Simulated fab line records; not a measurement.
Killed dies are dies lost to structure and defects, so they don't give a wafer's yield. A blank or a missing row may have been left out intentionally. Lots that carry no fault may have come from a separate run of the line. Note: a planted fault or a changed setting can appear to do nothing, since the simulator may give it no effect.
Which tool is to blame? | flow sfq_line | 13 lots, 39 wafers sampled, at 2 steps of a route of 325

== WHAT EACH GAUGE READ, for each wafer ==
SFQ_L0V_OVL_MEAS_903. Usual: L0V_OVL -2 nm, standard deviation 4.8.
lot  | measured    | on         | L0V_OVL (nm) | flag
L623 | day 5 10:25 | overlay-02 | -2 -7 -5     |
L624 | day 5 16:25 | overlay-02 | -3 -6 -1     |
L625 | day 5 21:13 | overlay-01 | -1 2 2       |
L626 | day 6 03:15 | overlay-02 | 1 -5 -2      |
L627 | day 6 08:02 | overlay-01 | 6 5 2        |
L628 | day 6 10:31 | overlay-02 | -5 3 -8      |
L629 | day 6 15:20 | overlay-01 | -4 -7 -5     |
L630 | day 6 23:43 | overlay-01 | -4 -4 -5     |
L631 | day 7 04:31 | overlay-01 | 3 1 -3       |
L632 | day 7 10:32 | overlay-01 | 176 175 177  | OFF
L633 | day 7 12:55 | overlay-01 | 170 168 178  | OFF
L634 | day 7 20:08 | overlay-02 | 171 175 172  | OFF
L635 | day 8 03:07 | overlay-02 | 176 178 178  | OFF

== EACH LOT AND THE TOOL THAT RAN IT (in order: tool; ch and the chambers of the sampled wafers; start) ==
lot  | SFQ_TRILAYER_L0_VIA_LITHO_EXPOSE_014
L623 | krf_scanner-02 ch 0, day 5 09:07
L624 | krf_scanner-02 ch 0, day 5 14:55
L625 | krf_scanner-02 ch 0, day 5 19:43
L626 | krf_scanner-02 ch 0, day 6 01:55
L627 | krf_scanner-02 ch 0, day 6 07:07
L628 | krf_scanner-02 ch 0, day 6 09:13
L629 | krf_scanner-02 ch 0, day 6 14:13
L630 | krf_scanner-02 ch 0, day 6 22:13
L631 | krf_scanner-02 ch 0, day 7 03:13
L632 | krf_scanner-02 ch 0, day 7 09:25
L633 | krf_scanner-02 ch 0, day 7 11:37
L634 | krf_scanner-02 ch 0, day 7 19:13
L635 | krf_scanner-02 ch 0, day 8 01:49
- SFQ_TRILAYER_L0_VIA_LITHO_EXPOSE_014: exposes mask L0V, target cd 700 nm.

== AS READ BY THE TOOLS THEMSELVES (means over the sampled wafers that have a number; for cases with no such wafer, the mark the record gives instead) ==
SFQ_TRILAYER_L0_VIA_LITHO_EXPOSE_014. Usual: stage_vel_mm_s 499.98 mm/s, standard deviation 0.24.
lot  | tool           | stage_vel_mm_s (mm/s) | flag
L623 | krf_scanner-02 | 499.92                |
L624 | krf_scanner-02 | 500.09                |
L625 | krf_scanner-02 | 500.24                |
L626 | krf_scanner-02 | 500.27                |
L627 | krf_scanner-02 | 500.02                |
L628 | krf_scanner-02 | 499.79                |
L629 | krf_scanner-02 | 499.86                |
L630 | krf_scanner-02 | 500.15                |
L631 | krf_scanner-02 | 499.99                |
L632 | krf_scanner-02 | 499.85                |
L633 | krf_scanner-02 | 499.78                |
L634 | krf_scanner-02 | 499.86                |
L635 | krf_scanner-02 | 499.92                |

== THE ANSWER, worked out from the rows above alone ==
Rule: a lot is off if the mean of its wafers that have a number lies more than 3 standard deviations from the usual mean. Also off: a lot with no number at a reading for which 4 or more lots have one. The other lots that the step has rows for count as sound. After the gauges, taken in route order, come the tools' own readings; for these a lot's mean is taken, as printed above. At the first step where some lot is off, the reading lying furthest off is the one used; lots without a number count as furthest.
Off: L632, L633, L634, L635, at SFQ_L0V_OVL_MEAS_903 (L0V_OVL).
If a tool, at a process step before that reading, ran all the lots that are off and no sound lot after the first of them, it fits. Those tools and the gauges at SFQ_L0V_OVL_MEAS_903 are tried in the same way. One fits: krf_scanner-02 at SFQ_TRILAYER_L0_VIA_LITHO_EXPOSE_014. A fault onset in the window from L631 (day 7 03:13, its last sound lot) to L632 (day 7 09:25, its first lot off) fits.

== WHAT THE SIMULATOR HAD INSERTED ==
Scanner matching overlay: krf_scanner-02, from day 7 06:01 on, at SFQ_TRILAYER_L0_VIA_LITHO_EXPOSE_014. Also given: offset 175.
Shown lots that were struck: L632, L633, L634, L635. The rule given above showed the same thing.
